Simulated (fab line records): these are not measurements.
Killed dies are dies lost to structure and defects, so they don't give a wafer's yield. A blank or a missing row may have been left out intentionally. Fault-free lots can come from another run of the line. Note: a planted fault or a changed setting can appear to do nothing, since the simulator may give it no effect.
Which tool did it? || flow sky130 || 11 lots with 33 wafers sampled at 2 steps, on a route of 708 steps

== WHAT THE GAUGES READ, wafer by wafer ==
SKY_VIA4_THK_MEAS_20: measures by xrf. Usual: for VIA4_W_THK the level is 499 nm and the standard deviation is 7.3.
{"lot": "L560", "measured": "day 42 23:57", "on": "film metro-01", "VIA4_W_THK (nm)": "496 499 498", "flag": ""}
{"lot": "L563", "measured": "day 44 11:31", "on": "film metro-03", "VIA4_W_THK (nm)": "494 497 502", "flag": ""}
{"lot": "L565", "measured": "day 44 21:08", "on": "film metro-03", "VIA4_W_THK (nm)": "484 496 497", "flag": ""}
{"lot": "L564", "measured": "day 44 22:54", "on": "film metro-01", "VIA4_W_THK (nm)": "494 504 489", "flag": ""}
{"lot": "L566", "measured": "day 45 00:48", "on": "film metro-01", "VIA4_W_THK (nm)": "499 498 502", "flag": ""}
{"lot": "L567", "measured": "day 45 07:43", "on": "film metro-03", "VIA4_W_THK (nm)": "497 491 496", "flag": ""}
{"lot": "L568", "measured": "day 45 08:11", "on": "film metro-03", "VIA4_W_THK (nm)": "497 491 489", "flag": ""}
{"lot": "L570", "measured": "day 46 00:04", "on": "film metro-04", "VIA4_W_THK (nm)": "491 489 500", "flag": ""}
{"lot": "L573", "measured": "day 46 20:31", "on": "film metro-04", "VIA4_W_THK (nm)": "504 508 494", "flag": ""}
{"lot": "L579", "measured": "day 47 21:15", "on": "film metro-03", "VIA4_W_THK (nm)": "499 500 499", "flag": ""}
{"lot": "L580", "measured": "day 48 05:25", "on": "film metro-01", "VIA4_W_THK (nm)": "493 496 492", "flag": ""}

== WHAT TOOL EACH LOT RAN ON (gives the tool, then ch and the chambers of the sampled wafers, and finally the start) ==
{"lot": "L560", "SKY_VIA3_STRIP_16": "plasma asher-02 ch 0,1, day 39 20:06"}
{"lot": "L563", "SKY_VIA3_STRIP_16": "plasma asher-02 ch 0,1, day 41 09:28"}
{"lot": "L565", "SKY_VIA3_STRIP_16": "plasma asher-02 ch 0,1, day 41 20:15"}
{"lot": "L564", "SKY_VIA3_STRIP_16": "plasma asher-04 ch 0, day 41 21:45"}
{"lot": "L566", "SKY_VIA3_STRIP_16": "plasma asher-03 ch 0,1, day 41 22:58"}
{"lot": "L567", "SKY_VIA3_STRIP_16": "plasma asher-04 ch 0,1, day 42 06:04"}
{"lot": "L568", "SKY_VIA3_STRIP_16": "plasma asher-03 ch 0,1, day 42 08:55"}
{"lot": "L570", "SKY_VIA3_STRIP_16": "plasma asher-02 ch 0,1, day 43 01:01"}
{"lot": "L573", "SKY_VIA3_STRIP_16": "plasma asher-02 ch 0,1, day 43 23:12"}
{"lot": "L579", "SKY_VIA3_STRIP_16": "plasma asher-02 ch 0,1, day 45 03:58"}
{"lot": "L580", "SKY_VIA3_STRIP_16": "plasma asher-02 ch 0,1, day 45 10:30"}
- SKY_VIA3_STRIP_16: strips in O2/N2.

== AS READ BY THE TOOLS THEMSELVES (means over the sampled wafers that have a number; for cases with no such wafer, the mark the record gives instead) ==
SKY_VIA3_STRIP_16. Usual: drypump motor current A 5.6 A, standard deviation 0.31; oes product au 0.402 a.u., standard deviation 0.0048; strip time to endpoint s 4.13 s, standard deviation 0.033.
{"lot": "L560", "tool": "plasma asher-02", "drypump motor current A (A)": 5.9, "oes product au (a.u.)": 0.402, "strip time to endpoint s (s)": 4.13, "flag": ""}
{"lot": "L563", "tool": "plasma asher-02", "drypump motor current A (A)": 5.8, "oes product au (a.u.)": 0.397, "strip time to endpoint s (s)": 4.11, "flag": ""}
{"lot": "L565", "tool": "plasma asher-02", "drypump motor current A (A)": 5.8, "oes product au (a.u.)": 0.408, "strip time to endpoint s (s)": 4.18, "flag": ""}
{"lot": "L564", "tool": "plasma asher-04", "drypump motor current A (A)": 5.2, "oes product au (a.u.)": 0.399, "strip time to endpoint s (s)": 4.12, "flag": ""}
{"lot": "L566", "tool": "plasma asher-03", "drypump motor current A (A)": 5.2, "oes product au (a.u.)": 0.402, "strip time to endpoint s (s)": 4.07, "flag": ""}
{"lot": "L567", "tool": "plasma asher-04", "drypump motor current A (A)": 5.4, "oes product au (a.u.)": 0.403, "strip time to endpoint s (s)": 4.13, "flag": ""}
{"lot": "L568", "tool": "plasma asher-03", "drypump motor current A (A)": 5.3, "oes product au (a.u.)": 0.403, "strip time to endpoint s (s)": 4.15, "flag": ""}
{"lot": "L570", "tool": "plasma asher-02", "drypump motor current A (A)": 5.9, "oes product au (a.u.)": 0.403, "strip time to endpoint s (s)": 4.11, "flag": ""}
{"lot": "L573", "tool": "plasma asher-02", "drypump motor current A (A)": 5.9, "oes product au (a.u.)": 0.403, "strip time to endpoint s (s)": 4.14, "flag": ""}
{"lot": "L579", "tool": "plasma asher-02", "drypump motor current A (A)": 5.9, "oes product au (a.u.)": 0.405, "strip time to endpoint s (s)": 4.15, "flag": ""}
{"lot": "L580", "tool": "plasma asher-02", "drypump motor current A (A)": 5.8, "oes product au (a.u.)": 0.400, "strip time to endpoint s (s)": 4.15, "flag": ""}

== THE ANSWER, worked out from the rows above alone ==
Rule: a lot counts as off when the mean over its wafers that have a number is more than 3 standard deviations away from the usual mean. Also off: a lot with no number at a reading for which 4 or more lots have one. The other lots that the step has rows for count as sound. After the gauges, taken in route order, come the tools' own readings; for these a lot's mean is taken, as printed above. The first step at which some lot is off is used, and at that step the reading that is off furthest; a lot without a number counts as furthest.
None of the lots is off at any reading shown; this tells nothing.

== WHAT HAD BEEN PUT IN BY THE SIMULATOR ==
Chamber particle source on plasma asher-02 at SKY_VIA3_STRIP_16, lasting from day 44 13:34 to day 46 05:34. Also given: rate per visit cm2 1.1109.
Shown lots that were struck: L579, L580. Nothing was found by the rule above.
